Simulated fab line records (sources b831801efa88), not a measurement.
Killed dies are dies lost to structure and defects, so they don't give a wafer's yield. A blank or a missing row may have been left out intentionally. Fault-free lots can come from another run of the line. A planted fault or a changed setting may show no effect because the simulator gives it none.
A struck lot beside a sound one | flow sky130 | 18 steps out of a route of 708
Sound: wafers L366.1, L366.2, L366.5. Struck: wafer L373.6. (L373.4, L373.5 of the same lot were not struck and are left out.) The cause comes at the end.
At each step with rows: each side's tool, then ch and its chambers, then its first start. Under that, the readings that differ: sound wafers | struck wafers | difference of the means | sigmas: that difference in standard deviations of wafers without a fault.
alike: words and numbers the same on both sides, and readings whose means are apart by under 2 such deviations; not compared: readings that were withheld, readings missing a value for some wafer, numbers with overlapping values and no deviation given by the record, and bounds like >300 which may hide the same value.
A row with sigmas, a row that says differs or no value, or rows on one side alone: a step with any of these is where the two part. Numbers that don't overlap but have no deviation are shown without sigmas and don't part them. A reading that every wafer of one side lacks parts them only if that side has two wafers or more.

first, 3 steps without rows for these wafers: SKY_VIA2_EXPOSE_09 (exposes mask VIM2, target cd 200 nm); SKY_VIA2_PEB_10; SKY_VIA2_DEVELOP_11 (develop time 60 s).
SKY_VIA2_CD_MEAS_12: the cd target is 200 nm.
  struck on cd sem-02, day 39 00:54; sound on cd sem-01, day 36 23:47
  alike: cd nm
SKY_VIA2_OVL_MEAS_13:
  struck on overlay-01, day 39 00:59; sound on overlay-01, day 36 23:54
  alike: VIA2_OVL
SKY_VIA2_ETCH_14: etches BARC in N2/H2, stops on SiO2, time 45.9 s, target depth 60 nm.
  sound on rie diel-04 ch 0,3, day 36 23:56; struck on rie diel-02 ch 1, day 39 01:01
  alike: drypump motor current A, oes product au, throttle valve pct
  not compared: rf hours counter h
SKY_VIA2_ETCH_15: etches SiO2 in C4F8/O2/Ar, stops on TiN, target depth 546 nm, time 84 s.
  sound on rie diel-04 ch 0,3, day 36 23:59; struck on rie diel-02 ch 1, day 39 01:04
  alike: oes product au
  not compared: rf hours counter h
SKY_VIA2_STRIP_16: strips in O2/N2.
  sound on plasma asher-01 ch 0,1, day 37 00:03; struck on plasma asher-03 ch 1, day 39 01:08
  reading                     | sound       | struck | difference | sigmas
  drypump motor current A (A) | 5.9 6.2 6.2 | 5.3    | -0.8       | -3
  alike: oes product au, strip time to endpoint s
  not compared: rf hours counter h
then, 3 steps without rows for these wafers: SKY_VIA2_STRIP_17 (strips in post etch residue remover, time 1200 s); SKY_VIA2_CLEAN_18 (cleans in IPA, time 180 s); SKY_VIA2_CLEAN_19 (cleans in O3/DIW).
SKY_VIA2_SPUTTER_20: material TiN, target thk 20 nm, time 80 s.
  struck on pvd sputter-03, day 39 01:44; sound on pvd sputter-03, day 37 00:41
  alike: throttle valve pct
SKY_VIA2_CVD_21: deposits W, target thk 420 nm, time 126.4 s.
  sound on cvd w-02 ch 0,1, day 37 00:44; struck on cvd w-02 ch 0, day 39 01:50
  reading                            | sound             | struck | difference | sigmas
  model.W_of_VIA2_CVD_21.thk nm (nm) | 417.8 420.8 415.4 | 300.7  | -117.3     |
  alike: heater power w
SKY_VIA2_RS_MEAS_22: uses a four-point probe to measure.
  struck on film metro-02, day 39 02:16; sound on film metro-02, day 37 00:52
  reading            | sound             | struck | difference | sigmas
  VIA2_W_RS (ohm/sq) | 0.274 0.272 0.276 | 0.383  | +0.109     | +21
  not compared: hold
SKY_VIA2_THK_MEAS_23: measures by xrf.
  struck on film metro-02, day 39 04:04; sound on film metro-02, day 37 00:59
  reading         | sound       | struck | difference | sigmas
  VIA2_W_THK (nm) | 416 416 413 | 303    | -112       | -12
  not compared: hold
SKY_VIA2_CMP_24: polishes, stops on SiO2, t overpolish 20 s, target thk 0 nm.
  sound on cmp-01 ch 1,3, day 37 01:06; struck on cmp-02 ch 3, day 39 07:52
  reading                | sound     | struck                   | difference                   | sigmas
  hold                   | - - -     | await dispo/3.7h/release | no value on the sound wafers |
  time to endpoint s (s) | 106 97 96 | 71                       | -29                          | -5
  alike: motor current A
SKY_METAL3_SPUTTER_00: material Ti, target thk 15 nm, time 10 s.
  struck on pvd sputter-04, day 39 08:04; sound on pvd sputter-04, day 37 01:21
  alike: throttle valve pct
after that, 1 step had no rows for these wafers: SKY_PAD_OPEN_PROBE_99.

WHERE THEY PART
First at SKY_VIA2_STRIP_16; last, within this record, at SKY_VIA2_CMP_24. Later steps at which nothing parts them and some readings are alike: SKY_METAL3_SPUTTER_00.

WHY: the cause the simulator had injected
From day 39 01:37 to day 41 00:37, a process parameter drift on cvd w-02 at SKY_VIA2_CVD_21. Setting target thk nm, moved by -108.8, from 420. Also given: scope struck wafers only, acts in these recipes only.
